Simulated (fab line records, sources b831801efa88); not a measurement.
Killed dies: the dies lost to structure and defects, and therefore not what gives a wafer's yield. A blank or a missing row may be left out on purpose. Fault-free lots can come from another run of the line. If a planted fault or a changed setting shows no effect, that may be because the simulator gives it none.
Which tool is to blame? + flow sky130 + Sampling: 14 lots, 42 wafers, 3 of 708 route steps

WHAT THE GAUGES SHOWED, per wafer
SKY_RES_XHIGH_TW_MEAS_09. Usual: for RES_XHIGH_TW the level is 1624 and the standard deviation is 14.
| lot  | measured     | on            | RES_XHIGH_TW                  | flag |
|------|--------------|---------------|-------------------------------|------|
| L731 | day 26 01:35 | film-metro-01 | 1620 1620 1624                |      |
| L732 | day 26 11:06 | film-metro-03 | 1639 1646 1639                |      |
| L734 | day 27 08:38 | film-metro-01 | 1636 1636 1644                |      |
| L735 | day 27 17:52 | film-metro-01 | 1634 1629 1631                |      |
| L736 | day 28 00:14 | film-metro-02 | 1604 1592 1609                |      |
| L737 | day 28 15:35 | film-metro-03 | 1635 1643 1635                |      |
| L739 | day 29 09:36 | film-metro-03 | 1632 1632 1618                |      |
| L740 | day 30 19:17 | film-metro-03 | 1635 1628 1623                |      |
| L742 | day 31 01:12 | film-metro-03 | 1623 1626 1641                |      |
| L744 | day 31 07:05 | film-metro-03 | 1640 1633 1633                |      |
| L748 | day 32 14:25 | film-metro-01 | 1647 1640 1631                |      |
| L749 | day 32 22:16 | film-metro-01 | 1328 1327 1331 1321 1328 1334 | OFF  |
| L753 | day 33 23:07 | film-metro-02 | 1312 1308 1308 1313 1316 1310 | OFF  |
| L754 | day 34 01:29 | film-metro-02 | 1600 1599 1612                |      |

SKY_SD_N_RS_MEAS_18: uses a four-point probe to measure. Usual: for RES_XHIGH_RS the level is 333.3 ohm/sq and the standard deviation is 1.3.
| lot  | measured     | on            | RES_XHIGH_RS (ohm/sq)               | flag |
|------|--------------|---------------|-------------------------------------|------|
| L731 | day 27 07:42 | film-metro-02 | 333.0 334.0 332.6                   |      |
| L732 | day 27 16:35 | film-metro-03 | 333.0 333.7 333.4                   |      |
| L734 | day 28 13:50 | film-metro-02 | 333.2 332.5 331.6                   |      |
| L735 | day 28 23:15 | film-metro-01 | 334.9 335.6 334.7                   |      |
| L736 | day 29 05:35 | film-metro-02 | 332.7 334.4 332.7                   |      |
| L737 | day 29 20:48 | film-metro-01 | 332.9 331.9 332.3                   |      |
| L739 | day 30 14:23 | film-metro-03 | 331.5 331.6 332.5                   |      |
| L740 | day 31 23:03 | film-metro-02 | 332.3 333.7 334.9                   |      |
| L742 | day 32 04:29 | film-metro-03 | 333.1 332.5 332.3                   |      |
| L744 | day 32 10:17 | film-metro-02 | 333.9 334.3 335.2                   |      |
| L748 | day 33 19:17 | film-metro-02 | 332.7 331.5 332.5                   |      |
| L749 | day 34 02:20 | film-metro-02 | 574.1 573.8 573.1 575.6 571.5 574.0 | OFF  |
| L753 | day 35 02:34 | film-metro-02 | 569.8 569.1 567.6 567.9 570.2 568.6 | OFF  |
| L754 | day 35 04:35 | film-metro-01 | 336.2 334.3 335.3                   |      |

TOOL THAT RAN EACH LOT (tool first, then ch and the chambers of the sampled wafers, then the start)
| lot  | SKY_RES_XHIGH_IMPLANT_07        |
|------|---------------------------------|
| L731 | implanter-03 ch 0, day 26 01:23 |
| L732 | implanter-01 ch 0, day 26 10:53 |
| L734 | implanter-03 ch 0, day 27 08:25 |
| L735 | implanter-01 ch 0, day 27 17:38 |
| L736 | implanter-01 ch 0, day 27 23:59 |
| L737 | implanter-02 ch 0, day 28 15:20 |
| L739 | implanter-03 ch 0, day 29 09:23 |
| L740 | implanter-01 ch 0, day 30 19:04 |
| L742 | implanter-03 ch 0, day 31 00:57 |
| L744 | implanter-02 ch 0, day 31 06:52 |
| L748 | implanter-01 ch 0, day 32 14:10 |
| L749 | implanter-03 ch 0, day 32 22:01 |
| L753 | implanter-03 ch 0, day 33 22:52 |
| L754 | implanter-02 ch 0, day 34 01:14 |
- SKY_RES_XHIGH_IMPLANT_07

AS READ BY THE TOOLS THEMSELVES (means over the sampled wafers that have a number; for cases with no such wafer, the mark the record gives instead)
SKY_RES_XHIGH_IMPLANT_07. Usual: beam-on-s 39.2 s, standard deviation 1.9; dose-ions-cm2 3.599e+14, standard deviation 4.2e+11; end-station-pressure-torr 5.26e-06 Torr, standard deviation 2.6e-07.
| lot  | tool         | beam-on-s (s) | dose-ions-cm2 | end-station-pressure-torr (Torr) | flag |
|------|--------------|---------------|---------------|----------------------------------|------|
| L731 | implanter-03 | 41.1          | 3.596e+14     | 5.10e-06                         |      |
| L732 | implanter-01 | 38.2          | 3.593e+14     | 5.44e-06                         |      |
| L734 | implanter-03 | 42.1          | 3.596e+14     | 5.13e-06                         |      |
| L735 | implanter-01 | 38.1          | 3.602e+14     | 5.05e-06                         |      |
| L736 | implanter-01 | 38.6          | 3.600e+14     | 5.26e-06                         |      |
| L737 | implanter-02 | 37.2          | 3.596e+14     | 5.16e-06                         |      |
| L739 | implanter-03 | 41.1          | 3.598e+14     | 5.42e-06                         |      |
| L740 | implanter-01 | 37.8          | 3.604e+14     | 5.30e-06                         |      |
| L742 | implanter-03 | 41.3          | 3.596e+14     | 5.16e-06                         |      |
| L744 | implanter-02 | 37.3          | 3.601e+14     | 5.17e-06                         |      |
| L748 | implanter-01 | 39.0          | 3.596e+14     | 5.28e-06                         |      |
| L749 | implanter-03 | 21.2          | 1.821e+14     | 5.22e-06                         | OFF  |
| L753 | implanter-03 | 21.1          | 1.829e+14     | 5.29e-06                         | OFF  |
| L754 | implanter-02 | 37.3          | 3.598e+14     | 5.37e-06                         |      |

THE ANSWER, worked out from the rows above alone
Rule: take the mean of a lot's wafers that have a number; if it is more than 3 standard deviations from the usual mean, the lot is off. Also off: a lot with no number at a reading for which 4 or more lots have one. Where the step has rows for the other lots, those lots are counted as sound. The gauges are gone through in route order, then the tools' own readings, and for those a lot's mean is taken as printed above. At the first step where some lot is off, the reading lying furthest off is the one used; lots without a number count as furthest.
Off: L749, L753, seen at SKY_RES_XHIGH_TW_MEAS_09 (RES_XHIGH_TW).
If a tool, at a process step before that reading, ran all the lots that are off and no sound lot after the first of them, it fits. The gauges at SKY_RES_XHIGH_TW_MEAS_09 aren't tried: what is off there is off at SKY_RES_XHIGH_IMPLANT_07 too, on other tools, and a gauge's error can't cause that. One fits: implanter-03 at SKY_RES_XHIGH_IMPLANT_07. Its last sound lot is L742 (day 31 00:57), its first lot that is off L749 (day 32 22:01): a fault that began between those two fits.
The tool's own readings at SKY_RES_XHIGH_IMPLANT_07 bear it out: on the lots that are off they differ by more than 5 times the standard deviation of the sound lots' means. beam-on-s reads 21.1 s there against 39.1 s on the sound lots; dose-ions-cm2 reads 1.825e+14 there against 3.598e+14 on the sound lots.

WHAT HAD BEEN PUT IN BY THE SIMULATOR
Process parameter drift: implanter-03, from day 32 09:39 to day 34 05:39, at SKY_RES_XHIGH_IMPLANT_07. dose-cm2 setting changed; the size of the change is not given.
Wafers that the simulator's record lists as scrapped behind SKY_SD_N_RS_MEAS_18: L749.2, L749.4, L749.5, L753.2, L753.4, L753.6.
Shown lots that were struck: L749, L753. The rule given above showed the same thing.
